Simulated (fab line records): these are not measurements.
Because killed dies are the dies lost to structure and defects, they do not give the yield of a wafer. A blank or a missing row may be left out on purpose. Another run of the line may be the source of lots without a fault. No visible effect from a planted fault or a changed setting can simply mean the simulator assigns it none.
fab line records	flow sky130
record lots=6	wafers=18	last_day=50
route steps=708 shown FIELD_ISO@6 PAD_OPEN@708
lots that met no fault: taken from a fault-free run of the same line
start_h: the number of hours between the record's first day and the start of the first shown wafer of the lot	wait_h: hours elapsed since this lot's preceding step	" identical to the entry in the row above	L1.1+2: a row that stands for several wafers	- no value, or no start given	* or withheld: withheld	< > ~ a bound
route shown NAME@n: a module of which the file shows steps, and the number in the route of the first	usual: mean/standard deviation of fault-free wafers	same: alike in all rows	chamber/n: place in a boat	sites: per-site readings	_std_site: the values' standard deviation	_edge_site: inner sites' mean taken away from outer sites' mean	radius_mm: how far each site lies from the wafer's centre	mask NAME#n: copy n	behind: the last tool/chamber to shape the wafer	hold: reason for holding the lot/hours on hold/outcome of the hold	device: which transistor (n, p or np) failed to switch	end of line: the same wafers' tests at the end of the route	a step with no rows: only its recipe	killed: the dies lost at the first sort to structure and to defects; this is not the yield of the wafer	map: shows each die of a wafer: x if killed, . if not, _ if none is there
set.NAME: setting as actually run; set.NAME@STEP: the setting as run at that earlier step	model.NAME: the simulator's own value behind a step, which no gauge read
lots at some steps of the route; a table a step, a row a wafer
services: from which hour (start_h, from the record's first day; less than 0 if before it) a tool's chamber was out of use, for how many hours, and why
## steps
# step SKY_FIELD_ISO_DEHYDRATE_05
# recipe temp_c=200	time_s=60
# step SKY_FIELD_ISO_HMDS_06
# recipe prime_time_s=60	prime_temp_c=120
# step SKY_FIELD_ISO_COAT_07
# recipe resist=BARC	temp_c=withheld	time_s=withheld	spin_rpm=3000	resist_thk_nm=60
# step SKY_FIELD_ISO_COAT_08
# recipe resist=KrF-thick	spin_rpm=3000	resist_thk_nm=450
# step SKY_FIELD_ISO_SOFTBAKE_09
# recipe temp_c=100	time_s=90	resist=KrF-thick
# step SKY_FIELD_ISO_EXPOSE_10
# recipe mask_id=FOM	na=0.68	source_shape=annular	sigma_inner=0.4	sigma_outer=0.8	target_cd_nm=150	dose_mj=28
# step SKY_FIELD_ISO_PEB_11
# recipe peb_temp_c=withheld	peb_time_s=withheld	resist=KrF-thick
# step SKY_FIELD_ISO_DEVELOP_12
# recipe develop_time_s=60	resist=KrF-thick	dev_temp_c=21
# step SKY_FIELD_ISO_CD_MEAS_13
# recipe target_cd_nm=150
# usual cd_nm=149.8/1.4
lot.wafer	tool	chamber	start_h	wait_h	cd_nm
L208.2	cd_sem-01	-	28.77	-	152.1
L208.3	"	-	"	"	151.8
L208.5	"	-	"	"	152.1
L217.1	cd_sem-01	-	76.10	-	150.5
L217.2	"	-	"	"	149.6
L217.4	"	-	"	"	149.8
L219.2	cd_sem-01	-	87.49	-	149.8
L219.4	"	-	"	"	150.1
L219.5	"	-	"	"	150.1
L223.1	cd_sem-01	-	107.00	-	149.2
L223.4	"	-	"	"	149.2
L223.5	"	-	"	"	148.9
L228.1	cd_sem-01	-	132.50	-	152.5
L228.2	"	-	"	"	151.7
L228.4	"	-	"	"	151.7
L230.3	cd_sem-02	-	143.64	-	149.8
L230.5	"	-	"	"	148.1
L230.6	"	-	"	"	148.0
# step SKY_FIELD_ISO_ETCH_14
# recipe chemistry=N2/H2	target=BARC	ion_energy_ev=200	source_w=500	bias_w=100	pressure_mtorr=30	n2_flow_sccm=100	h2_flow_sccm=200	stop_on=SiO2	time_s=45.9	target_depth_a=600
# usual bias_w=100.0/0.33	drypump_motor_current_A=6.0/0.58	oes_product_au=0.854/0.0047	throttle_valve_pct=13.225/0.0091
# same time_s=45.9
lot.wafer	tool	chamber	start_h	wait_h	bias_w	drypump_motor_current_A	oes_product_au	rf_hours_counter_h	throttle_valve_pct
L208.2	rie_diel-01	2	28.87	0.1	100.6	5.3	0.850	138	13.210
L208.3	"	1	"	"	100.0	5.8	0.848	7	13.229
L208.5	"	3	"	"	99.9	5.7	0.852	-	13.233
L217.1	rie_diel-01	3	76.22	0.1	100.3	5.7	0.859	115	13.220
L217.2	"	0	"	"	99.8	6.5	0.863	88	13.226
L217.4	"	2	"	"	99.6	5.3	0.856	139	13.228
L219.2	rie_diel-04	3	87.59	0.1	100.3	5.1	0.857	125	13.236
L219.4	"	2	"	"	100.4	6.8	0.857	43	13.227
L219.5	"	3	"	"	99.5	5.1	0.850	-	13.231
L223.1	rie_diel-01	3	107.12	0.1	99.6	5.7	0.854	116	13.234
L223.4	"	0	"	"	100.1	6.6	0.857	88	13.212
L223.5	"	0	"	"	100.1	6.6	0.861	-	13.227
L228.1	rie_diel-01	1	132.62	0.1	100.0	5.8	0.857	9	13.219
L228.2	"	3	"	"	100.0	5.7	0.851	116	13.235
L228.4	"	0	"	"	99.5	6.6	0.851	89	13.225
L230.3	rie_diel-01	2	143.72	0.1	99.6	5.3	0.852	140	13.217
L230.5	"	1	"	"	99.9	5.8	0.853	-	13.225
L230.6	"	0	"	"	99.0	6.6	0.851	-	13.223
# step SKY_FIELD_ISO_ETCH_15
# recipe chemistry=CHF3/O2	target_depth_nm=180	stop_on=Si	source_w=600	bias_w=200	pressure_mtorr=40	chf3_flow_sccm=50	O2_flow_sccm=5	time_s=72
# usual bias_w=200.0/0.6	drypump_motor_current_A=6.0/0.58	oes_product_au=0.945/0.006	throttle_valve_pct=8.843/0.01
# same time_s=72
lot.wafer	tool	chamber	start_h	wait_h	bias_w	drypump_motor_current_A	oes_product_au	rf_hours_counter_h	throttle_valve_pct
L208.2	rie_diel-01	2	28.91	0.0	199.9	5.3	0.956	138	8.820
L208.3	"	1	"	"	199.1	5.8	0.947	7	8.851
L208.5	"	3	"	"	199.3	5.7	0.945	-	8.850
L217.1	rie_diel-01	3	76.26	0.0	200.2	5.7	0.953	115	8.841
L217.2	"	0	"	"	199.8	6.6	0.945	88	8.852
L217.4	"	2	"	"	200.6	5.3	0.947	139	8.861
L219.2	rie_diel-04	3	87.63	0.0	199.8	5.1	0.939	125	8.839
L219.4	"	2	"	"	200.0	6.8	0.940	43	8.845
L219.5	"	3	"	"	200.2	5.1	0.933	-	8.829
L223.1	rie_diel-01	3	107.16	0.0	200.0	5.7	0.941	116	8.852
L223.4	"	0	"	"	199.8	6.5	0.951	88	8.843
L223.5	"	0	"	"	200.0	6.5	0.956	-	8.839
L228.1	rie_diel-01	1	132.66	0.0	198.7	5.8	0.950	9	8.842
L228.2	"	3	"	"	200.3	5.7	0.939	116	8.842
L228.4	"	0	"	"	199.4	6.6	0.946	89	8.830
L230.3	rie_diel-01	2	143.76	0.0	200.3	5.3	0.942	140	8.844
L230.5	"	1	"	"	200.9	5.8	0.944	-	8.865
L230.6	"	0	"	"	200.0	6.6	0.948	-	8.850
# step SKY_FIELD_ISO_STRIP_16
# recipe chemistry=O2/N2	power_w=1400	pressure_mtorr=1500	platen_temp_c=withheld	o2_flow_sccm=3000	n2_flow_sccm=300	overash_fraction=0.5
# usual drypump_motor_current_A=5.8/0.57	oes_product_au=0.377/0.0048	strip_time_to_endpoint_s=3.55/0.036
lot.wafer	tool	chamber	start_h	wait_h	drypump_motor_current_A	oes_product_au	rf_hours_counter_h	strip_time_to_endpoint_s
L208.2	plasma_asher-01	0	28.97	0.0	4.9	0.384	35	3.58
L208.3	"	1	"	"	6.3	0.379	-	3.54
L208.5	"	1	"	"	6.3	0.374	-	3.52
L217.1	plasma_asher-01	1	76.32	0.0	6.2	0.382	40	3.59
L217.2	"	0	"	"	4.9	0.377	40	3.64
L217.4	"	1	"	"	6.2	0.382	-	3.64
L219.2	plasma_asher-04	0	87.69	0.0	6.6	0.370	27	3.49
L219.4	"	0	"	"	6.6	0.369	-	3.54
L219.5	"	1	"	"	5.8	0.374	-	3.50
L223.1	plasma_asher-01	0	107.22	0.0	4.9	0.378	43	3.57
L223.4	"	1	"	"	6.3	0.384	-	3.57
L223.5	"	0	"	"	4.9	0.380	-	3.59
L228.1	plasma_asher-01	0	132.72	0.0	4.9	0.384	46	3.55
L228.2	"	1	"	"	6.2	0.380	46	3.56
L228.4	"	0	"	"	4.9	0.376	-	3.58
L230.3	plasma_asher-02	0	143.85	0.1	5.9	0.381	-	3.60
L230.5	"	1	"	"	5.5	0.380	-	3.57
L230.6	"	0	"	"	5.9	0.372	-	3.57
# step SKY_FIELD_ISO_ETCH_17
# recipe target_depth_a=3420	mask_material=Si3N4	chemistry=HBr/Cl2/O2	target=Si	taper_deg=5	icp_w=600	bias_w=150	pressure_mtorr=15	HBr_flow_sccm=150	Cl2_flow_sccm=40	O2_flow_sccm=6	time_s=97.7
# usual HBr_flow_sccm=150.0/0.48	bias_w=149.9/0.4	drypump_motor_current_A=5.7/0.54	he_backside_leak_sccm=3.0/0.43	oes_product_au=0.999/0.012	throttle_valve_pct=25.657/0.011
# same time_s=97.7
lot.wafer	tool	chamber	start_h	wait_h	HBr_flow_sccm	bias_w	drypump_motor_current_A	he_backside_leak_sccm	oes_product_au	rf_hours_counter_h	throttle_valve_pct
L208.2	rie_si-01	3	29.07	0.1	149.8	150.3	6.3	3.0	0.989	35	25.669
L208.3	"	1	"	"	149.4	149.5	4.6	2.5	0.985	132	25.685
L208.5	"	1	"	"	149.0	150.4	4.6	2.6	0.996	-	25.676
L217.1	rie_si-01	3	76.42	0.1	150.3	156.6	6.3	3.0	1.002	35	25.652
L217.2	"	1	"	"	149.7	156.7	4.7	2.6	0.997	133	25.648
L217.4	"	0	"	"	150.0	156.7	5.4	3.3	0.993	122	25.649
L219.2	rie_si-01	3	87.79	0.1	149.8	156.3	6.3	2.9	0.999	35	25.663
L219.4	"	0	"	"	150.1	156.6	5.4	3.5	0.999	122	25.641
L219.5	"	3	"	"	149.4	156.4	6.3	3.0	0.995	-	25.662
L223.1	rie_si-02	1	107.32	0.1	149.9	149.6	6.0	2.7	0.987	1	25.654
L223.4	"	0	"	"	150.8	149.9	5.8	2.9	1.012	1	25.649
L223.5	"	1	"	"	150.4	150.0	6.0	2.6	0.986	-	25.660
L228.1	rie_si-02	3	132.82	0.1	150.3	150.3	5.3	3.0	1.012	82	25.640
L228.2	"	0	"	"	149.6	149.6	5.8	2.8	1.011	1	25.655
L228.4	"	3	"	"	150.8	150.4	5.3	2.9	1.022	-	25.648
L230.3	rie_si-01	1	143.92	0.0	150.7	150.3	4.7	2.6	0.996	133	25.669
L230.5	"	2	"	"	149.6	149.1	6.0	3.0	0.992	-	25.673
L230.6	"	3	"	"	150.5	150.2	6.3	2.9	0.997	-	25.669
# step SKY_FIELD_ISO_WET_ETCH_18
# recipe chemistry=H3PO4	target_depth_nm=25	temp_c=160	target=Si3N4	time_s=286
# step SKY_PAD_OPEN_PROBE_99
# usual killed_at_M0_to_M3=44/7.2	killed_at_M4_up=3.4/2.1	killed_at_contacts=24/5.5	killed_at_front_end=15/4.6	killed_at_other=0.4/0.64	killed_dies=86/9.1	killed_on_rim=17/3.8	killed_open=47/7.5	killed_short=39/5.8
# same gross_dies=492	killed_at_back_side=0
lot.wafer	tool	chamber	start_h	wait_h	killed_at_M0_to_M3	killed_at_M4_up	killed_at_contacts	killed_at_front_end	killed_at_other	killed_dies	killed_on_rim	killed_open	killed_short
L208.2	prober-01	-	1066.46	0.1	45	4	22	14	1	86	17	59	25
L208.3	prober-01	-	1066.51	0.2	38	3	25	14	2	82	14	35	47
L208.5	prober-01	-	1066.61	0.2	22	3	25	14	0	64	12	37	27
L217.1	prober-02	-	1128.76	0.1	53	3	27	11	0	94	15	57	37
L217.2	prober-02	-	1128.81	0.1	47	3	33	21	1	105	19	61	43
L217.4	prober-02	-	1128.91	0.2	45	3	21	7	0	76	15	39	37
L219.2	prober-02	-	1144.27	0.1	45	0	18	13	0	76	10	37	39
L219.4	prober-02	-	1144.37	0.2	38	0	21	12	1	72	22	43	29
L219.5	prober-02	-	1144.42	0.2	50	1	28	12	1	92	24	46	46
L223.1	prober-01	-	1155.61	0.1	40	2	17	20	0	79	11	37	42
L223.4	prober-01	-	1155.76	0.2	45	11	19	22	0	97	13	54	43
L223.5	prober-01	-	1155.81	0.2	53	7	31	17	0	108	20	67	41
L228.1	prober-01	-	1186.34	0.1	46	3	27	9	0	85	19	51	34
L228.2	prober-01	-	1186.39	0.1	44	5	28	12	0	89	17	48	41
L228.4	prober-01	-	1186.49	0.2	42	4	30	14	0	90	17	50	40
L230.3	prober-01	-	1199.61	0.2	44	4	30	20	0	98	18	51	47
L230.5	prober-01	-	1199.71	0.2	41	6	23	21	1	92	18	41	50
L230.6	prober-01	-	1199.76	0.2	36	0	31	18	0	85	14	47	38
# killed by level:class
L208.2 VIA1:geometric_particle:open=14 VIA3:geometric_particle:open=11 CONTACT:geometric_particle:open=8 VIA2:geometric_particle:open=7 FIELD_ISO:geometric_particle:open=5 LI_CONTACT:geometric_particle:open=5 FIELD_ISO:geometric_particle:short=3 LI_CONTACT:geometric_particle:short=3
L208.3 METAL2:geometric_particle:short=11 CONTACT:geometric_particle:open=9 VIA1:geometric_particle:open=8 VIA1:geometric_particle:short=7 CONTACT:geometric_particle:short=6 FIELD_ISO:geometric_particle:short=5 LI_CONTACT:geometric_particle:open=4 VIA3:geometric_particle:open=4
L208.5 CONTACT:geometric_particle:open=9 LOCAL_INTERCONNECT:geometric_particle:short=7 LI_CONTACT:geometric_particle:open=6 VIA1:geometric_particle:open=6 FIELD_ISO:geometric_particle:open=5 METAL1:geometric_particle:short=5 VIA3:geometric_particle:open=4 FIELD_ISO:geometric_particle:short=4
L217.1 VIA1:geometric_particle:open=17 CONTACT:geometric_particle:open=14 VIA3:geometric_particle:open=9 VIA1:geometric_particle:short=7 LI_CONTACT:geometric_particle:open=6 CONTACT:geometric_particle:short=5 VIA3:geometric_particle:short=4 METAL2:geometric_particle:short=4
L217.2 VIA1:geometric_particle:open=14 LI_CONTACT:geometric_particle:open=12 VIA2:geometric_particle:open=10 CONTACT:geometric_particle:open=8 METAL1:geometric_particle:short=8 POLY_GATE:geometric_particle:short=6 LI_CONTACT:geometric_particle:short=5 VIA3:geometric_particle:open=5
L217.4 VIA1:geometric_particle:open=13 METAL2:geometric_particle:short=7 CONTACT:geometric_particle:open=6 VIA3:geometric_particle:open=6 LI_CONTACT:geometric_particle:open=5 CONTACT:geometric_particle:short=5 METAL1:geometric_particle:short=5 VIA2:geometric_particle:open=4
L219.2 VIA2:geometric_particle:open=10 METAL1:geometric_particle:short=7 LOCAL_INTERCONNECT:geometric_particle:short=6 VIA1:geometric_particle:open=6 POLY_GATE:geometric_particle:short=5 LI_CONTACT:geometric_particle:open=5 METAL3:geometric_particle:short=5 CONTACT:geometric_particle:open=4
L219.4 VIA1:geometric_particle:open=11 LI_CONTACT:geometric_particle:open=8 FIELD_ISO:geometric_particle:open=5 CONTACT:geometric_particle:open=5 VIA3:geometric_particle:open=5 VIA3:geometric_particle:short=5 VIA1:geometric_particle:short=4 METAL1:geometric_particle:short=4
L219.5 VIA1:geometric_particle:open=15 CONTACT:geometric_particle:open=10 VIA1:geometric_particle:short=9 LI_CONTACT:geometric_particle:open=8 METAL1:geometric_particle:short=7 METAL2:geometric_particle:short=7 LOCAL_INTERCONNECT:geometric_particle:short=6 POLY_GATE:geometric_particle:short=5
L223.1 VIA3:geometric_particle:open=9 POLY_GATE:geometric_particle:open=7 CONTACT:geometric_particle:short=6 VIA1:geometric_particle:open=6 CONTACT:geometric_particle:open=5 METAL1:geometric_particle:short=5 METAL2:geometric_particle:short=5 POLY_GATE:geometric_particle:short=4
L223.4 VIA1:geometric_particle:open=13 VIA2:geometric_particle:open=8 FIELD_ISO:geometric_particle:short=7 METAL4:geometric_particle:short=7 METAL3:geometric_particle:short=6 FIELD_ISO:geometric_particle:open=6 METAL1:geometric_particle:short=5 POLY_GATE:geometric_particle:open=4
L223.5 LI_CONTACT:geometric_particle:open=13 VIA1:geometric_particle:open=13 CONTACT:geometric_particle:open=7 VIA3:geometric_particle:open=7 CONTACT:geometric_particle:short=6 METAL1:geometric_particle:short=6 FIELD_ISO:geometric_particle:open=5 VIA2:geometric_particle:open=5
L228.1 VIA1:geometric_particle:open=13 CONTACT:geometric_particle:open=12 METAL1:geometric_particle:short=9 VIA2:geometric_particle:open=8 LI_CONTACT:geometric_particle:open=5 LOCAL_INTERCONNECT:geometric_particle:short=4 CONTACT:geometric_particle:short=4 METAL3:geometric_particle:short=4
L228.2 LI_CONTACT:geometric_particle:open=9 METAL2:geometric_particle:short=9 CONTACT:geometric_particle:short=8 CONTACT:geometric_particle:open=7 VIA1:geometric_particle:open=6 VIA3:geometric_particle:short=6 VIA2:geometric_particle:open=6 METAL1:geometric_particle:short=5
L228.4 LI_CONTACT:geometric_particle:open=8 VIA2:geometric_particle:open=8 VIA1:geometric_particle:open=7 LI_CONTACT:geometric_particle:short=6 CONTACT:geometric_particle:open=6 VIA1:geometric_particle:short=6 VIA3:geometric_particle:open=6 FIELD_ISO:geometric_particle:open=5
L230.3 LI_CONTACT:geometric_particle:open=9 VIA1:geometric_particle:open=9 VIA1:geometric_particle:short=9 CONTACT:geometric_particle:open=7 POLY_GATE:geometric_particle:short=6 CONTACT:geometric_particle:short=6 VIA3:geometric_particle:open=6 FIELD_ISO:geometric_particle:short=4
L230.5 VIA1:geometric_particle:open=7 LI_CONTACT:geometric_particle:open=7 VIA2:geometric_particle:open=7 FIELD_ISO:geometric_particle:short=6 LI_CONTACT:geometric_particle:short=5 CONTACT:geometric_particle:short=5 METAL1:geometric_particle:short=5 FIELD_ISO:geometric_particle:open=4
L230.6 LI_CONTACT:geometric_particle:open=10 VIA1:geometric_particle:open=8 CONTACT:geometric_particle:open=7 LI_CONTACT:geometric_particle:short=5 CONTACT:geometric_particle:short=5 VIA3:geometric_particle:open=5 FIELD_ISO:geometric_particle:open=4 FIELD_ISO:geometric_particle:short=4
## services
tool	chamber	start_h	hours	kind
rie_si-02	0	8.72	-	clean
rie_si-02	0	8.72	13.6	scheduled_down
rie_si-02	0	8.72	13.6	vent_cycle
rie_si-02	1	25.15	-	clean
rie_si-02	1	25.15	15.7	scheduled_down
rie_si-02	1	25.15	15.7	vent_cycle
rie_diel-01	3	39.88	5.0	repair
rie_diel-01	0	41.35	7.4	repair
plasma_asher-04	-	47.03	2.8	pm
rie_diel-04	3	51.12	9.9	repair
plasma_asher-02	-	76.33	3.1	repair
plasma_asher-04	-	78.26	2.8	repair
rie_si-01	0	89.62	7.9	repair
plasma_asher-02	-	108.75	9.0	pm
rie_diel-01	3	109.04	3.0	repair
rie_si-02	2	110.48	-	clean
rie_si-02	2	110.48	23.8	scheduled_down
rie_si-02	2	110.48	23.8	vent_cycle
rie_si-01	2	110.51	-	clean
rie_si-01	2	110.51	19.4	scheduled_down
rie_si-01	2	110.51	19.4	vent_cycle
rie_diel-04	-	115.72	0.2	repair
plasma_asher-02	-	126.35	1.6	repair
rie_diel-01	-	133.12	0.5	repair
## key
first_sign step=SKY_FIELD_ISO_ETCH_17	reading=bias_w	direction=up	sigmas=17	usual=149.9	struck=156.6
effect none on later readings
met_at SKY_FIELD_ISO_ETCH_17
struck_wafers L217.1,L217.2,L217.4,L219.2,L219.4,L219.5
tester_left_out L217,L219
onset_between 29.07 76.42
fault kind=process_parameter_drift	tool=rie_si-01	chamber=-	onset_h=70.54	steps=SKY_FIELD_ISO_ETCH_17	channel=bias_w	offset=6.1382	shape=step	end_h=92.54	acts_in=these_recipes_only	stated=150
# tester_left_out: of these lots the tester's yield and bins aren't shown, on N5 and GAA mostly nor the transistor test; their killed dies are dies lost to structure and defects alone, not to doping, threshold or leakage, so they don't give the yield
